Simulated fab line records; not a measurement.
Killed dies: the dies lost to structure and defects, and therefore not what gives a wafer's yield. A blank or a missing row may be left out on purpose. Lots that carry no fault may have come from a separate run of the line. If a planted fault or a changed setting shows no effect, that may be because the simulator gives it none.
Which tool was responsible? / flow sky130 / 24 lots with 72 wafers sampled at 5 steps, on a route of 708 steps

== WHAT THE GAUGES READ, wafer by wafer ==
SKY_NWELL_TW_MEAS_26. Usual: NWELL_2_TW typically reads 494, with standard deviation 3.3.
lot=L074; measured=day 5 12:47; on=film-metro-02; NWELL_2_TW=494 498 498; flag=
lot=L075; measured=day 5 14:38; on=film-metro-03; NWELL_2_TW=492 493 493; flag=
lot=L076; measured=day 5 20:41; on=film-metro-03; NWELL_2_TW=491 496 492; flag=
lot=L077; measured=day 5 22:31; on=film-metro-01; NWELL_2_TW=501 498 504; flag=
lot=L078; measured=day 6 03:46; on=film-metro-03; NWELL_2_TW=494 494 492; flag=
lot=L079; measured=day 6 13:34; on=film-metro-02; NWELL_2_TW=489 490 489; flag=
lot=L080; measured=day 6 14:25; on=film-metro-01; NWELL_2_TW=498 498 494; flag=
lot=L081; measured=day 6 17:53; on=film-metro-03; NWELL_2_TW=496 494 493; flag=
lot=L082; measured=day 6 23:44; on=film-metro-03; NWELL_2_TW=495 493 495; flag=
lot=L083; measured=day 7 09:16; on=film-metro-03; NWELL_2_TW=495 497 495; flag=
lot=L084; measured=day 7 15:19; on=film-metro-02; NWELL_2_TW=487 489 487; flag=
lot=L085; measured=day 7 21:43; on=film-metro-02; NWELL_2_TW=489 487 486; flag=
lot=L086; measured=day 8 03:59; on=film-metro-01; NWELL_2_TW=499 496 497; flag=
lot=L087; measured=day 8 09:35; on=film-metro-01; NWELL_2_TW=494 498 496; flag=
lot=L088; measured=day 8 14:34; on=film-metro-01; NWELL_2_TW=496 500 499; flag=
lot=L089; measured=day 8 18:52; on=film-metro-01; NWELL_2_TW=495 497 495; flag=
lot=L090; measured=day 9 00:19; on=film-metro-03; NWELL_2_TW=495 494 494; flag=
lot=L091; measured=day 9 10:40; on=film-metro-03; NWELL_2_TW=495 496 496; flag=
lot=L092; measured=day 9 19:47; on=film-metro-03; NWELL_2_TW=494 493 496; flag=
lot=L097; measured=day 11 13:16; on=film-metro-03; NWELL_2_TW=490 493 494; flag=
lot=L094; measured=day 11 13:38; on=film-metro-03; NWELL_2_TW=494 493 493; flag=
lot=L095; measured=day 11 14:16; on=film-metro-03; NWELL_2_TW=495 494 491; flag=
lot=L096; measured=day 11 14:46; on=film-metro-03; NWELL_2_TW=495 493 491; flag=
lot=L093; measured=day 11 15:38; on=film-metro-01; NWELL_2_TW=493 491 491; flag=

SKY_VT_ADJUST_NCORE_TW_MEAS_11. Usual: VT_ADJUST_NCORE_TW typically reads 218.6, with standard deviation 1.6.
lot=L074; measured=day 8 14:34; on=film-metro-03; VT_ADJUST_NCORE_TW=220.4 219.3 219.9; flag=
lot=L075; measured=day 8 16:36; on=film-metro-01; VT_ADJUST_NCORE_TW=219.8 219.7 219.5; flag=
lot=L076; measured=day 8 23:54; on=film-metro-04; VT_ADJUST_NCORE_TW=219.9 221.7 220.4; flag=
lot=L077; measured=day 9 01:04; on=film-metro-04; VT_ADJUST_NCORE_TW=221.2 220.2 219.3; flag=
lot=L078; measured=day 9 06:59; on=film-metro-04; VT_ADJUST_NCORE_TW=219.3 220.2 219.7; flag=
lot=L079; measured=day 9 22:09; on=film-metro-04; VT_ADJUST_NCORE_TW=220.0 219.7 220.1; flag=
lot=L080; measured=day 9 23:20; on=film-metro-04; VT_ADJUST_NCORE_TW=219.8 220.1 218.7; flag=
lot=L081; measured=day 10 04:31; on=film-metro-03; VT_ADJUST_NCORE_TW=217.3 217.4 217.6; flag=
lot=L082; measured=day 10 12:53; on=film-metro-01; VT_ADJUST_NCORE_TW=219.4 219.2 217.7; flag=
lot=L083; measured=day 10 22:44; on=film-metro-01; VT_ADJUST_NCORE_TW=218.8 217.6 218.0; flag=
lot=L084; measured=day 11 06:22; on=film-metro-01; VT_ADJUST_NCORE_TW=216.4 216.3 216.2; flag=
lot=L085; measured=day 11 12:35; on=film-metro-04; VT_ADJUST_NCORE_TW=221.4 221.9 221.2; flag=
lot=L086; measured=day 11 21:39; on=film-metro-01; VT_ADJUST_NCORE_TW=216.3 216.6 218.1; flag=
lot=L087; measured=day 12 02:43; on=film-metro-01; VT_ADJUST_NCORE_TW=217.6 216.1 219.4; flag=
lot=L088; measured=day 12 10:59; on=film-metro-01; VT_ADJUST_NCORE_TW=216.5 218.0 217.0; flag=
lot=L089; measured=day 12 12:50; on=film-metro-01; VT_ADJUST_NCORE_TW=216.4 217.8 218.2; flag=
lot=L090; measured=day 12 22:59; on=film-metro-03; VT_ADJUST_NCORE_TW=218.8 218.3 217.7; flag=
lot=L091; measured=day 13 10:29; on=film-metro-04; VT_ADJUST_NCORE_TW=219.7 219.4 221.2; flag=
lot=L092; measured=day 13 18:58; on=film-metro-03; VT_ADJUST_NCORE_TW=217.4 217.0 217.2; flag=
lot=L097; measured=day 15 19:35; on=film-metro-01; VT_ADJUST_NCORE_TW=217.6 217.1 218.0; flag=
lot=L094; measured=day 15 21:19; on=film-metro-01; VT_ADJUST_NCORE_TW=218.6 217.4 217.7; flag=
lot=L095; measured=day 15 21:52; on=film-metro-04; VT_ADJUST_NCORE_TW=219.7 219.8 218.4; flag=
lot=L096; measured=day 15 22:33; on=film-metro-04; VT_ADJUST_NCORE_TW=220.5 219.8 219.2; flag=
lot=L093; measured=day 15 23:12; on=film-metro-03; VT_ADJUST_NCORE_TW=216.6 215.5 215.9; flag=

SKY_VT_ADJUST_HVTR_CD_MEAS_07 targets a cd of 380 nm. Usual: cd-nm reads 379.2 nm (standard deviation 2.5).
lot=L074; measured=day 9 11:01; on=cd-sem-02; cd-nm (nm)=382.7 379.8 382.1; flag=
lot=L075; measured=day 9 12:55; on=cd-sem-02; cd-nm (nm)=381.9 378.9 379.5; flag=
lot=L076; measured=day 9 21:17; on=cd-sem-02; cd-nm (nm)=374.5 375.4 371.9; flag=
lot=L077; measured=day 9 22:50; on=cd-sem-02; cd-nm (nm)=382.0 381.3 379.5; flag=
lot=L078; measured=day 10 04:23; on=cd-sem-01; cd-nm (nm)=379.9 383.1 380.6; flag=
lot=L079; measured=day 10 20:36; on=cd-sem-02; cd-nm (nm)=378.7 380.4 380.3; flag=
lot=L080; measured=day 10 22:38; on=cd-sem-01; cd-nm (nm)=383.3 383.8 383.0; flag=
lot=L081; measured=day 11 03:01; on=cd-sem-02; cd-nm (nm)=376.8 378.7 376.1; flag=
lot=L082; measured=day 11 11:34; on=cd-sem-02; cd-nm (nm)=376.0 373.6 377.2; flag=
lot=L083; measured=day 11 21:40; on=cd-sem-01; cd-nm (nm)=380.3 382.6 380.6; flag=
lot=L084; measured=day 12 05:59; on=cd-sem-01; cd-nm (nm)=379.3 379.1 375.5; flag=
lot=L085; measured=day 12 12:16; on=cd-sem-02; cd-nm (nm)=380.4 379.8 377.6; flag=
lot=L086; measured=day 12 21:40; on=cd-sem-01; cd-nm (nm)=379.2 379.0 379.3; flag=
lot=L087; measured=day 13 03:14; on=cd-sem-02; cd-nm (nm)=379.3 378.9 383.2; flag=
lot=L088; measured=day 13 11:32; on=cd-sem-01; cd-nm (nm)=379.5 379.2 377.6; flag=
lot=L089; measured=day 13 14:01; on=cd-sem-02; cd-nm (nm)=383.3 382.6 379.1; flag=
lot=L090; measured=day 13 23:25; on=cd-sem-01; cd-nm (nm)=375.8 378.7 376.6; flag=
lot=L091; measured=day 14 11:37; on=cd-sem-02; cd-nm (nm)=379.3 377.6 376.2; flag=
lot=L092; measured=day 14 20:48; on=cd-sem-01; cd-nm (nm)=376.8 377.5 375.9; flag=
lot=L097; measured=day 16 23:08; on=cd-sem-02; cd-nm (nm)=377.8 379.7 377.7; flag=
lot=L094; measured=day 17 00:37; on=cd-sem-02; cd-nm (nm)=380.4 379.3 381.1; flag=
lot=L095; measured=day 17 00:59; on=cd-sem-02; cd-nm (nm)=380.2 378.9 377.6; flag=
lot=L096; measured=day 17 02:19; on=cd-sem-02; cd-nm (nm)=379.1 378.0 380.5; flag=
lot=L093; measured=day 17 02:44; on=cd-sem-02; cd-nm (nm)=377.1 377.7 379.9; flag=

SKY_SONOS_ONO_OVL_MEAS_14. Usual: SONOS_ONO_OVL typically reads 1.1 nm, with standard deviation 1.4.
lot=L074; measured=day 12 14:07; on=overlay-02; SONOS_ONO_OVL (nm)=-0.1 0.6 0.4; flag=
lot=L075; measured=day 12 17:02; on=overlay-01; SONOS_ONO_OVL (nm)=0.1 -0.3 2.0; flag=
lot=L076; measured=day 13 00:52; on=overlay-01; SONOS_ONO_OVL (nm)=0.1 -0.8 3.1; flag=
lot=L077; measured=day 13 04:43; on=overlay-02; SONOS_ONO_OVL (nm)=0.2 2.9 1.7; flag=
lot=L078; measured=day 13 10:25; on=overlay-02; SONOS_ONO_OVL (nm)=0.3 -1.8 2.0; flag=
lot=L079; measured=day 14 03:49; on=overlay-02; SONOS_ONO_OVL (nm)=0.3 1.5 0.8; flag=
lot=L080; measured=day 14 05:13; on=overlay-01; SONOS_ONO_OVL (nm)=-2.1 -1.8 1.7; flag=
lot=L081; measured=day 14 15:16; on=overlay-02; SONOS_ONO_OVL (nm)=0.2 -0.2 0.5; flag=
lot=L082; measured=day 14 21:37; on=overlay-01; SONOS_ONO_OVL (nm)=1.6 1.3 1.4; flag=
lot=L083; measured=day 15 12:04; on=overlay-01; SONOS_ONO_OVL (nm)=-1.0 1.7 0.4; flag=
lot=L084; measured=day 15 20:09; on=overlay-02; SONOS_ONO_OVL (nm)=-0.3 0.8 1.5; flag=
lot=L085; measured=day 15 23:19; on=overlay-01; SONOS_ONO_OVL (nm)=3.6 1.8 2.1; flag=
lot=L086; measured=day 16 10:47; on=overlay-01; SONOS_ONO_OVL (nm)=1.1 2.4 2.1; flag=
lot=L087; measured=day 16 16:43; on=overlay-02; SONOS_ONO_OVL (nm)=1.0 0.2 0.4; flag=
lot=L088; measured=day 17 01:24; on=overlay-02; SONOS_ONO_OVL (nm)=0.6 2.1 1.1; flag=
lot=L089; measured=day 17 08:10; on=overlay-01; SONOS_ONO_OVL (nm)=2.0 1.3 1.0; flag=
lot=L090; measured=day 17 16:00; on=overlay-02; SONOS_ONO_OVL (nm)=0.4 2.4 2.1; flag=
lot=L091; measured=day 18 07:25; on=overlay-01; SONOS_ONO_OVL (nm)=4.1 3.8 3.3; flag=
lot=L092; measured=day 18 17:56; on=overlay-02; SONOS_ONO_OVL (nm)=2.3 3.8 2.4; flag=
lot=L097; measured=day 20 21:58; on=overlay-01; SONOS_ONO_OVL (nm)=0.3 1.3 0.9; flag=
lot=L094; measured=day 21 00:46; on=overlay-02; SONOS_ONO_OVL (nm)=2.5 3.3 2.3; flag=
lot=L095; measured=day 21 03:55; on=overlay-01; SONOS_ONO_OVL (nm)=-0.3 0.4 0.9; flag=
lot=L096; measured=day 21 06:01; on=overlay-02; SONOS_ONO_OVL (nm)=0.9 -0.3 0.3; flag=
lot=L093; measured=day 21 04:14; on=overlay-02; SONOS_ONO_OVL (nm)=0.9 3.2 0.8; flag=

== EACH LOT AND THE TOOL THAT RAN IT (in order: tool; ch and the chambers of the sampled wafers; start) ==
lot=L074; SKY_NWELL_RTA_28=rtp-anneal-01 ch 0, day 5 12:55
lot=L075; SKY_NWELL_RTA_28=rtp-anneal-02 ch 0, day 5 14:46
lot=L076; SKY_NWELL_RTA_28=rtp-anneal-01 ch 0, day 5 20:48
lot=L077; SKY_NWELL_RTA_28=rtp-anneal-01 ch 0, day 5 22:37
lot=L078; SKY_NWELL_RTA_28=rtp-anneal-02 ch 0, day 6 03:53
lot=L079; SKY_NWELL_RTA_28=rtp-anneal-01 ch 0, day 6 13:41
lot=L080; SKY_NWELL_RTA_28=rtp-anneal-02 ch 0, day 6 14:35
lot=L081; SKY_NWELL_RTA_28=rtp-anneal-01 ch 0, day 6 18:03
lot=L082; SKY_NWELL_RTA_28=rtp-anneal-01 ch 0, day 6 23:52
lot=L083; SKY_NWELL_RTA_28=rtp-anneal-01 ch 0, day 7 09:23
lot=L084; SKY_NWELL_RTA_28=rtp-anneal-02 ch 0, day 7 15:26
lot=L085; SKY_NWELL_RTA_28=rtp-anneal-01 ch 0, day 7 21:50
lot=L086; SKY_NWELL_RTA_28=rtp-anneal-01 ch 0, day 8 04:06
lot=L087; SKY_NWELL_RTA_28=rtp-anneal-01 ch 0, day 8 09:42
lot=L088; SKY_NWELL_RTA_28=rtp-anneal-02 ch 0, day 8 14:41
lot=L089; SKY_NWELL_RTA_28=rtp-anneal-01 ch 0, day 8 18:58
lot=L090; SKY_NWELL_RTA_28=rtp-anneal-02 ch 0, day 9 00:26
lot=L091; SKY_NWELL_RTA_28=rtp-anneal-01 ch 0, day 9 10:47
lot=L092; SKY_NWELL_RTA_28=rtp-anneal-02 ch 0, day 9 19:55
lot=L097; SKY_NWELL_RTA_28=rtp-anneal-02 ch 0, day 11 13:22
lot=L094; SKY_NWELL_RTA_28=rtp-anneal-01 ch 0, day 11 13:46
lot=L095; SKY_NWELL_RTA_28=rtp-anneal-02 ch 0, day 11 14:22
lot=L096; SKY_NWELL_RTA_28=rtp-anneal-01 ch 0, day 11 14:54
lot=L093; SKY_NWELL_RTA_28=rtp-anneal-02 ch 0, day 11 15:46
- SKY_NWELL_RTA_28: time 30 s.

== AS READ BY THE TOOLS THEMSELVES (means over the sampled wafers that have a number; for cases with no such wafer, the mark the record gives instead) ==
SKY_NWELL_RTA_28. Usual: lamp-power-pct 25.31 %, standard deviation 0.049; wafer_temp_C_max 1054.8, standard deviation 1.
lot=L074; tool=rtp-anneal-01; lamp-power-pct (%)=25.29; wafer_temp_C_max=1055.2; flag=
lot=L075; tool=rtp-anneal-02; lamp-power-pct (%)=25.30; wafer_temp_C_max=1054.2; flag=
lot=L076; tool=rtp-anneal-01; lamp-power-pct (%)=25.31; wafer_temp_C_max=1053.6; flag=
lot=L077; tool=rtp-anneal-01; lamp-power-pct (%)=25.25; wafer_temp_C_max=1054.8; flag=
lot=L078; tool=rtp-anneal-02; lamp-power-pct (%)=25.36; wafer_temp_C_max=1054.8; flag=
lot=L079; tool=rtp-anneal-01; lamp-power-pct (%)=25.31; wafer_temp_C_max=1054.8; flag=
lot=L080; tool=rtp-anneal-02; lamp-power-pct (%)=25.35; wafer_temp_C_max=1054.5; flag=
lot=L081; tool=rtp-anneal-01; lamp-power-pct (%)=25.23; wafer_temp_C_max=1054.5; flag=
lot=L082; tool=rtp-anneal-01; lamp-power-pct (%)=25.34; wafer_temp_C_max=1056.0; flag=
lot=L083; tool=rtp-anneal-01; lamp-power-pct (%)=25.29; wafer_temp_C_max=1055.0; flag=
lot=L084; tool=rtp-anneal-02; lamp-power-pct (%)=25.32; wafer_temp_C_max=1054.5; flag=
lot=L085; tool=rtp-anneal-01; lamp-power-pct (%)=25.31; wafer_temp_C_max=1054.4; flag=
lot=L086; tool=rtp-anneal-01; lamp-power-pct (%)=25.30; wafer_temp_C_max=1054.6; flag=
lot=L087; tool=rtp-anneal-01; lamp-power-pct (%)=25.37; wafer_temp_C_max=1055.2; flag=
lot=L088; tool=rtp-anneal-02; lamp-power-pct (%)=25.34; wafer_temp_C_max=1055.6; flag=
lot=L089; tool=rtp-anneal-01; lamp-power-pct (%)=25.33; wafer_temp_C_max=1054.2; flag=
lot=L090; tool=rtp-anneal-02; lamp-power-pct (%)=25.31; wafer_temp_C_max=1056.2; flag=
lot=L091; tool=rtp-anneal-01; lamp-power-pct (%)=25.35; wafer_temp_C_max=1054.7; flag=
lot=L092; tool=rtp-anneal-02; lamp-power-pct (%)=25.31; wafer_temp_C_max=1054.0; flag=
lot=L097; tool=rtp-anneal-02; lamp-power-pct (%)=25.29; wafer_temp_C_max=1055.0; flag=
lot=L094; tool=rtp-anneal-01; lamp-power-pct (%)=25.27; wafer_temp_C_max=1054.6; flag=
lot=L095; tool=rtp-anneal-02; lamp-power-pct (%)=25.32; wafer_temp_C_max=1054.5; flag=
lot=L096; tool=rtp-anneal-01; lamp-power-pct (%)=25.37; wafer_temp_C_max=1054.2; flag=
lot=L093; tool=rtp-anneal-02; lamp-power-pct (%)=25.37; wafer_temp_C_max=1054.9; flag=

== THE ANSWER, worked out from the rows above alone ==
Rule: take the mean of a lot's wafers that have a number; if it is more than 3 standard deviations from the usual mean, the lot is off. Also off: a lot with no number at a reading for which 4 or more lots have one. Where the step has rows for the other lots, those lots are counted as sound. The gauges are gone through in route order, then the tools' own readings, and for those a lot's mean is taken as printed above. At the first step where some lot is off, the reading lying furthest off is the one used; lots without a number count as furthest.
No lot is off at any reading shown: from this, nothing can be told.

== WHAT THE SIMULATOR HAD INSERTED ==
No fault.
